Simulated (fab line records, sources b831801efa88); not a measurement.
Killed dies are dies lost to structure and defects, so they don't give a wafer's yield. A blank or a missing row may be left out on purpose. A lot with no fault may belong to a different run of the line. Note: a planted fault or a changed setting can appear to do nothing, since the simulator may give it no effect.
A lot that was struck, set against a sound lot / flow sky130 / 29 steps out of a route of 708
Sound: these wafers, L842.3, L842.4, L842.5. Struck: wafers L841.4, L841.5, L841.6. The cause is given at the end.
Order at every step that has rows: each side's tool, ch and its chambers, its first start. Under that, the readings that differ: sound wafers / struck wafers / difference of the means / sigmas: that difference in standard deviations of wafers without a fault.
alike: same words and numbers on both sides, and readings whose means sit less than 2 such deviations apart. not compared: any withheld reading, any reading some wafer has no value for, any bound like >300 that may hide the same value, and any number with overlapping values for which the record gives no deviation.
A row with sigmas, a row that says differs or no value, or rows on one side alone: a step with any of these is where the two part. Numbers that don't overlap but have no deviation are shown without sigmas and don't part them. A reading missing from all wafers of one side parts the sides only when that side holds two or more wafers.

first, 2 steps without rows for these wafers: SKY_LOCAL_INTERCONNECT_PEB_09; SKY_LOCAL_INTERCONNECT_DEVELOP_10 (develop time 60 s).
SKY_LOCAL_INTERCONNECT_CD_MEAS_11 targets a cd of 170 nm.
  struck on cdSem-01, day 36 18:29; sound on cdSem-01, day 36 22:38
  alike: cdNm
SKY_LOCAL_INTERCONNECT_OVL_MEAS_12:
  struck on overlay-02, day 36 18:34; sound on overlay-01, day 36 22:44
  alike: LOCAL_INTERCONNECT_OVL
then, 1 step without rows for these wafers: SKY_LOCAL_INTERCONNECT_ETCH_13 (etches BARC in N2/H2, stops on SiO2, time 45.9 s, target depth 60 nm).
SKY_LOCAL_INTERCONNECT_METAL_ETCH_14: etches TiN in Cl2/BCl3, stops on PSG, target depth 110 nm, time 30.26 s.
  sound on rieMetal-04 ch 0,1, day 36 22:50; struck on rieMetal-01 ch 0,1, day 36 18:40
reading=drypumpMotorCurrentA (A); sound=6.2 6.3 6.4; struck=5.1 5.9 5.1; difference=-0.9; sigmas=-2
  alike: oesProductAu, throttleValvePct
  not compared: rfHoursCounterH
SKY_LOCAL_INTERCONNECT_STRIP_15: strips in O2/N2.
  sound on plasmaAsher-04 ch 0,1, day 36 22:54; struck on plasmaAsher-04 ch 0,1, day 36 18:43
  alike: drypumpMotorCurrentA, o2FlowSccm, oesProductAu, stripTimeToEndpointS
  not compared: rfHoursCounterH
then, 3 steps without rows for these wafers: SKY_LOCAL_INTERCONNECT_STRIP_16 (strips in post etch residue remover, time 1200 s); SKY_LOCAL_INTERCONNECT_CLEAN_17 (cleans in IPA, time 180 s); SKY_LOCAL_INTERCONNECT_CLEAN_18 (cleans in O3/DIW).
SKY_CONTACT_CVD_00: deposits Si3N4, target thk 75 nm.
  sound on pecvd-04 ch 0,1,2, day 36 23:31; struck on pecvd-02 ch 0,1,2, day 36 19:20
  alike: heaterPowerW
SKY_CONTACT_THK_MEAS_01:
  struck on filmMetro-02, day 36 19:23; sound on filmMetro-03, day 36 23:34
  alike: CONTACT_CVD_00_THK
SKY_CONTACT_HDPCVD_02: deposits SiO2, target thk 565 nm, time 94.2 s.
  sound on hdpcvd-02 ch 0,2, day 36 23:36; struck on hdpcvd-02 ch 0,1,2, day 36 19:26
  no value came back on the struck wafers for pressureMtorr (mTorr), runLengthS (s); on the sound wafers pressureMtorr (mTorr) reads 6.006 5.998 6.013
then, 1 step without rows for these wafers: SKY_CONTACT_CMP_04 (polishes SiO2).
SKY_CONTACT_BOW_MEAS_05:
  struck on filmMetro-02, day 36 19:54; sound on filmMetro-01, day 37 00:04
reading=CONTACT_BOW (um); sound=72 81 79; struck=64 55 69; difference=-15; sigmas=-2
then, 8 steps without rows for these wafers: SKY_CONTACT_DEHYDRATE_06 (time 60 s); SKY_CONTACT_HMDS_07 (prime time 60 s); SKY_CONTACT_COAT_08 (resist thk 60 nm); SKY_CONTACT_COAT_09 (resist thk 450 nm); SKY_CONTACT_SOFTBAKE_10 (time 90 s); SKY_CONTACT_EXPOSE_11 (exposes mask CTM1, target cd 170 nm); SKY_CONTACT_PEB_12; SKY_CONTACT_DEVELOP_13 (develop time 60 s).
SKY_CONTACT_CD_MEAS_14 targets a cd of 170 nm.
  struck on cdSem-01, day 37 22:26; sound on cdSem-02, day 38 02:13
  alike: cdNm
SKY_CONTACT_OVL_MEAS_15:
  struck on overlay-01, day 37 22:31; sound on overlay-01, day 38 02:18
  alike: CONTACT_OVL
SKY_CONTACT_ETCH_16: etches BARC in N2/H2, stops on SiO2, time 45.9 s, target depth 60 nm.
  sound on rieDiel-02 ch 0,1, day 38 02:20; struck on rieDiel-02 ch 0,1,3, day 37 22:32
  alike: drypumpMotorCurrentA, h2FlowSccm, oesProductAu, throttleValvePct
  not compared: rfHoursCounterH
SKY_CONTACT_ETCH_17: etches SiO2 in C4F8/O2/Ar, stops on Si3N4, target depth 340 nm.
  sound on rieDiel-02 ch 0,1, day 38 02:22; struck on rieDiel-02 ch 0,1,3, day 37 22:34
reading=oesProductAu (a.u.); sound=0.891 0.898 0.889; struck=0.368 0.375 0.385; difference=-0.517; sigmas=-97
reading=model.etch.depthNm (nm); sound=340.5 340.4 340.4; struck=0 0 0; difference=-340; sigmas=
SKY_CONTACT_ETCH_18: etches Si3N4 in CHF3/O2, stops on TiN, time 39 s, target depth 75 nm.
  sound on rieDiel-02 ch 0,1; struck on rieDiel-02 ch 0,1,3
  alike: O2_flow_sccm, chf3FlowSccm, drypumpMotorCurrentA, oesProductAu, throttleValvePct
  not compared: rfHoursCounterH
-- the record jumps here: 13 days lie between the struck wafers' starts before and after (it left off in module CONTACT and takes up again in module PAD_OPEN, whose first step shown is number 708 of the route) --
SKY_PAD_OPEN_PROBE_99:
  rows exist in the record for the struck wafers here (prober-01, day 50 11:18), but not for the sound ones

== WHERE THEY PART ==
Last at SKY_PAD_OPEN_PROBE_99 as far as this record goes, first at SKY_LOCAL_INTERCONNECT_METAL_ETCH_14.

WHY: what had been put in by the simulator
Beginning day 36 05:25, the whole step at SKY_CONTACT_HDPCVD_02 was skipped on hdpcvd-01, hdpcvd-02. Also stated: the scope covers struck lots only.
